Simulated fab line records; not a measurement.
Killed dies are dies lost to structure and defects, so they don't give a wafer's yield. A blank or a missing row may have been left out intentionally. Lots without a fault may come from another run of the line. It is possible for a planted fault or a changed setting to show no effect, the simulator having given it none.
8D (eight disciplines) problem report, filled in by code / flow gf180mcu / the parts of the form that need people (team, actions taken, sign-off) are left out

## 1. PROBLEM STATEMENT
M2_ALCU_RS at GF_M2_RS_MEAS_05 reads a mean of 0.0548 ohm/sq on 2 wafers of 1 lot; wafers without a fault read 0.0693 ohm/sq with a standard deviation of 0.0011. That is -13 standard deviations from the usual mean.
The step: measures by four-point-probe.
Earliest sighting: wafer L910.1 on filmMetro-03 at day 21 11:58. At this step, 33 wafers from 11 lots have a number in the record. Rule for "out" (also "out of limits"): further than 4 standard deviations from the usual mean. Any other wafer with a number is counted as sound.

## 2. WHAT IT IS AND WHAT IT IS NOT
question=which readings at this step | is=M2_ALCU_RS | is not=-
question=which lots | is=L910 | is not=L901, L902, L903, L904, L905, L916, L917, L919, L922, L923
question=which wafers of those lots | is=L910.1, L910.3 | is not=L910.5
question=read on which gauges | is=filmMetro-03 | is not=filmMetro-01, filmMetro-02
question=when | is=from day 21 11:58 | is not=up to then (16 sound wafers); but 15 sound wafers of L916, L917, L919, L922, L923 came after

## 3. SUSPECTS, AND WHAT RULES EACH OUT
Counting: if a tool at a process step up to the reading ran every lot that is out, it stays a suspect. Sound lots after the first of them don't rule it out here, since some wafers of a struck lot are sound.
- the gauge at GF_M2_RS_MEAS_05: kept. All the wafers that are out were read on filmMetro-03, and no step on other tools shows them out.
- pvdSputter-03 at GF_V1_SPUTTER_22 (material TiN, target thk 10 nm, time 40 s): kept. It processed L910, the lot that is out, at day 21 11:07, and its most recent sound lot before then was L905 at day 19 11:51.
- cmp-02 at GF_V1_CMP_26 (polishes, stops on SiO2, t overpolish 15 s, target thk 0 nm): kept. It processed L910, the lot that is out, at day 21 11:30, and its most recent sound lot before then was L902 at day 18 12:59.
- pvdSputter-01 at GF_M2_SPUTTER_01 (material TiN, target thk 30 nm, time 25 s): kept. It processed L910, the lot that is out, at day 21 11:51, and its most recent sound lot before then was L904 at day 19 08:07.
- pvdSputter-01 at GF_M2_SPUTTER_02 (material AlCu, target thk 450 nm, time 23.9 s): kept. It processed L910, the lot that is out, at day 21 11:53, and its most recent sound lot before then was L904 at day 19 08:09.
Left after counting: pvdSputter-03 at GF_V1_SPUTTER_22, cmp-02 at GF_V1_CMP_26, pvdSputter-01 at GF_M2_SPUTTER_01, pvdSputter-01 at GF_M2_SPUTTER_02, filmMetro-03 at GF_M2_RS_MEAS_05.

## 4. THE CAUSE (what the simulator had put in)
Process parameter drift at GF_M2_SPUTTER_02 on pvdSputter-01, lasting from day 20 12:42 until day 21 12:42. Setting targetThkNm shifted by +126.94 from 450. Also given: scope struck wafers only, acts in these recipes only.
After counting, 5 suspects remain, this tool included.

## 5. SEQUENCE OF EFFECTS, ordered by route
Each row: a reading where the mean over the struck wafers with a number is more than 3 standard deviations away from the usual. Scope: only readings with a usual standard deviation given in the record; hours: median across lots of the time from each lot's start at the first step in this table that gives one to its start at this step; sigmas: change in usual standard deviations.
hours=0; step=GF_M2_RS_MEAS_05; reading=M2_ALCU_RS; usual=0.0693 ohm/sq; on struck wafers=0.0548; change=-0.0146; sigmas=-13
hours=6; step=GF_M2_THK_MEAS_06; reading=M2_ALCU_THK; usual=450 nm; on struck wafers=564; change=+114; sigmas=+13

## 6. HOW IT WOULD HAVE BEEN CAUGHT EARLIER
In this record the first reading out of limits at a measuring or inspecting step was taken at day 21 11:58, 23 hours after the fault began at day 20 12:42.
An alarm limit of 4 standard deviations would not have fired on the tool readings at GF_M2_SPUTTER_02 for which the record gives a usual standard deviation, since none of them was out on any struck wafer.
Each of the lots that are out, 1 in all, had begun GF_M2_SPUTTER_02 on pvdSputter-01 no later than day 21 11:58. A hold on the tool at that time would have spared none of them.
